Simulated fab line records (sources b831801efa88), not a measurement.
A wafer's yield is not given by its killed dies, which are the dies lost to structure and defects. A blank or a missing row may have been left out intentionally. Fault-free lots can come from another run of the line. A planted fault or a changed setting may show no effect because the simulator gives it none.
Problem report in the 8D (eight disciplines) form, filled by code || flow gf180mcu || the parts of the form that need people (team, actions taken, sign-off) are left out

1. WHAT IS WRONG
run-length-s at GF_POLY_GATE_SOFTBAKE_06 reads a mean of 98.66 s on 6 wafers of 2 lots; wafers without a fault read 88.90 s with a standard deviation of 0.13. That puts it +75 standard deviations away from the usual mean.
The step: time 60 s.
First seen on wafer L224.2, day 12 07:00, on litho-track-03. The record has a number at this step for 42 wafers belonging to 14 lots. Rule for "out" (also "out of limits"): further than 4 standard deviations from the usual mean. All remaining wafers that have a number are taken as sound.

2. WHAT IT IS, WHAT IT ISN'T
{"question": "which readings at this step", "is": "run-length-s", "is not": "plate-temp-C"}
{"question": "which lots", "is": "L224, L226", "is not": "L212, L213, L214, L217, L218, L219, L220, L221, L227, L231, L232, L233"}
{"question": "which wafers of those lots", "is": "all that have a number", "is not": "-"}
{"question": "read on which tools", "is": "litho-track-03", "is not": "litho-track-02, litho-track-04"}
{"question": "when", "is": "from day 12 07:00", "is not": "up to then (24 sound wafers); but 12 sound wafers of L227, L231, L232, L233 came after"}

3. SUSPECTS, AND WHAT RULES EACH OUT
Counting: any tool at a process step up to the reading is kept as a suspect provided that every lot that is out went through it and no sound lot did after the first of them.
- litho-track-03 at GF_POLY_GATE_SOFTBAKE_06 (time 60 s): kept. All lots that are out passed through it, beginning with L224 at day 12 07:00, and no sound lot followed; its final sound lot before that point was L218 at day 10 17:00. On those wafers its own readings are out: run-length-s.
The count leaves litho-track-03 at GF_POLY_GATE_SOFTBAKE_06.

4. THE CAUSE (what the simulator had put in)
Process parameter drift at GF_POLY_GATE_SOFTBAKE_06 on litho-track-03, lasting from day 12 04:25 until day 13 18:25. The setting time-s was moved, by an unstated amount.
This tool alone remained once counting was done.

5. SEQUENCE OF EFFECTS, ordered by route
Each row: a reading whose mean over the struck wafers that have a number lies more than 3 standard deviations from the usual. Only readings whose record carries a usual standard deviation are examined. hours: median over the lots of the time between each lot's start at the first step of this table that gives one and its start at this step. sigmas: the change, counted in usual standard deviations.
{"hours": 0, "step": "GF_POLY_GATE_SOFTBAKE_06", "reading": "run-length-s", "usual": "88.90 s", "on struck wafers": 98.66, "change": "+9.76", "sigmas": "+75"}
It contains these process steps:
- GF_POLY_GATE_SOFTBAKE_06: time 60 s.
Later steps that measure or inspect, where all struck wafers having a row at the step show a number for every such reading and not one has moved that far: GF_POLY_GATE_CD_MEAS_10.

6. WHAT WOULD HAVE CAUGHT IT SOONER
The fault began at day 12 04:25; the first out-of-limits reading in this record came at day 12 07:00, 3 hours later.
